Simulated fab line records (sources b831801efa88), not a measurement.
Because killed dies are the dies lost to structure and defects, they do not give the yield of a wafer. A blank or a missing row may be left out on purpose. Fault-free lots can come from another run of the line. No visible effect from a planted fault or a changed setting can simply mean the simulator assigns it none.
Which tool did it?    flow gf180mcu    Sampling: 11 lots, 33 wafers, 4 of 602 route steps

## WHAT THE GAUGES READ, wafer by wafer
GF_DUAL_GATE_OVL_MEAS_11.
lot   measured      on          DUAL_GATE_OVL (nm)
L240  day 8 07:31   overlay-02  -0.6 -1.1 0.5
L242  day 8 20:18   overlay-01  2.5 0.0 1.1
L243  day 9 04:22   overlay-01  -0.7 0.4 -0.2
L245  day 9 18:07   overlay-02  -1.4 1.0 0.4
L246  day 10 02:39  overlay-02  0.2 0.4 -1.5
L252  day 11 17:30  overlay-01  - - -
L253  day 11 23:26  overlay-01  0.3 2.5 2.6
L255  day 12 16:51  overlay-02  1.9 2.9 2.4
L257  day 13 06:00  overlay-01  1.4 0.0 -1.6
L261  day 14 14:29  overlay-01  -0.7 -0.3 0.0
L263  day 15 04:21  overlay-01  1.6 0.9 1.8

## WHICH TOOL RAN EACH LOT (tool, then ch and the chambers of the sampled wafers, then the start)
lot   GF_STI_ETCH_14                  GF_NWELL_STRIP_10                   GF_DUAL_GATE_EXPOSE_08
L240  rieSi-01 ch 0,2, day 2 01:21    plasmaAsher-01 ch 0, day 3 06:47    ilineStepper-02 ch 0, day 7 23:50
L242  rieSi-01 ch 0,2,3, day 2 11:16  plasmaAsher-02 ch 0, day 3 17:37    ilineStepper-01 ch 0, day 8 12:05
L243  rieSi-01 ch 1,2, day 2 16:35    plasmaAsher-01 ch 0,1, day 4 00:22  ilineStepper-01 ch 0, day 8 20:04
L245  rieSi-01 ch 0,1,2, day 3 04:21  plasmaAsher-01 ch 1, day 4 11:32    ilineStepper-01 ch 0, day 9 09:37
L246  rieSi-02 ch 1,3, day 3 09:44    plasmaAsher-02 ch 0,1, day 4 18:43  ilineStepper-02 ch 0, day 9 18:36
L252  rieSi-02 ch 0,1,3, day 4 15:15  plasmaAsher-02 ch 0,1, day 6 00:56  ilineStepper-02 ch 0, day 11 08:29
L253  rieSi-01 ch 0,2,3, day 4 20:30  plasmaAsher-01 ch 0,1, day 6 05:44  ilineStepper-01 ch 0, day 11 14:23
L255  rieSi-01 ch 0,2,3, day 5 06:18  plasmaAsher-03 ch 0,1, day 6 18:17  ilineStepper-02 ch 0, day 12 07:45
L257  rieSi-02 ch 0,2,3, day 5 16:16  plasmaAsher-01 ch 0,1, day 7 02:10  ilineStepper-02 ch 0, day 12 20:03
L261  rieSi-02 ch 0,1,3, day 6 14:58  plasmaAsher-02 ch 0,1, day 8 05:44  ilineStepper-02 ch 0, day 14 04:09
L263  rieSi-02 ch 0,2, day 7 01:50    plasmaAsher-02 ch 0,1, day 8 15:31  ilineStepper-02 ch 0, day 14 17:55
- GF_STI_ETCH_14: etches Si in HBr/Cl2/O2, target depth 360 nm, time 102.9 s.
- GF_NWELL_STRIP_10: strips in O2/N2.
- GF_DUAL_GATE_EXPOSE_08: exposes mask Dualgate, target cd 700 nm.

## WHAT THE TOOLS THEMSELVES READ (means of the sampled wafers that have a number; where no wafer has one, the mark that the record gives instead)
GF_STI_ETCH_14.
lot   tool      HBr_flow_sccm (sccm)  drypumpMotorCurrentA (A)  oesProductAu (a.u.)  throttleValvePct (%)
L240  rieSi-01  149.5                 5.6                       0.988                25.665
L242  rieSi-01  150.0                 5.7                       0.993                25.666
L243  rieSi-01  150.3                 6.3                       1.008                25.651
L245  rieSi-01  149.6                 6.0                       0.999                25.654
L246  rieSi-02  150.2                 5.6                       0.983                25.664
L252  rieSi-02  150.2                 6.0                       0.988                25.660
L253  rieSi-01  150.2                 5.8                       0.995                25.659
L255  rieSi-01  150.4                 5.8                       0.987                25.664
L257  rieSi-02  149.6                 6.0                       0.995                25.653
L261  rieSi-02  149.7                 6.1                       0.999                25.646
L263  rieSi-02  150.0                 6.4                       0.986                25.661

GF_NWELL_STRIP_10.
lot   tool            drypumpMotorCurrentA (A)  heaterPowerW (W)  n2FlowSccm (sccm)  o2FlowSccm (sccm)  oesProductAu (a.u.)  stripTimeToEndpointS (s)
L240  plasmaAsher-01  6.09                      377               299.9              3000               0.725                36.92
L242  plasmaAsher-02  6.17                      332               300.2              2993               0.728                36.82
L243  plasmaAsher-01  5.87                      377               298.9              3007               0.727                37.07
L245  plasmaAsher-01  5.48                      359               299.2              2997               0.723                36.89
L246  plasmaAsher-02  6.05                      308               300.0              2999               0.721                36.83
L252  plasmaAsher-02  5.95                      281               300.3              3005               0.723                36.86
L253  plasmaAsher-01  5.68                      364               300.7              2996               0.725                36.84
L255  plasmaAsher-03  5.74                      332               299.2              2999               0.723                36.85
L257  plasmaAsher-01  5.90                      374               300.3              3004               0.717                36.96
L261  plasmaAsher-02  6.04                      301               300.4              3004               0.721                37.00
L263  plasmaAsher-02  5.94                      280               299.3              3008               0.721                36.79

## THE ANSWER, worked out from the rows above alone
Rule: usual is defined by the lots themselves. The widest of any qualifying gaps counts: lots, ordered by their means at a reading, are off when they make up no more than a third of the lots, leave a main group of 4 or more, and stand apart from it by 3 or more times the standard deviation of that group's means. A main group is skipped when, at the precision printed for the reading in the tables above, its means are all equal. A lot without any number at a reading at which 4 lots or more have one is off too. Where the step has rows for the other lots, those lots are counted as sound. The gauges are gone through in route order, then the tools' own readings, and for those a lot's mean is taken as printed above. The first step at which some lot is off is used, and at that step the reading that is off furthest; a lot without a number counts as furthest.
Off: L252, seen at GF_DUAL_GATE_OVL_MEAS_11 (DUAL_GATE_OVL). Without a number there: L252. Main group: mean 0.6 nm, sd 0.99.
If a tool, at a process step before that reading, ran all the lots that are off and no sound lot after the first of them, it fits. Those tools and the gauges at GF_DUAL_GATE_OVL_MEAS_11 are tried in the same way. None of those tried fits.

## WHAT WAS PUT IN BY THE SIMULATOR
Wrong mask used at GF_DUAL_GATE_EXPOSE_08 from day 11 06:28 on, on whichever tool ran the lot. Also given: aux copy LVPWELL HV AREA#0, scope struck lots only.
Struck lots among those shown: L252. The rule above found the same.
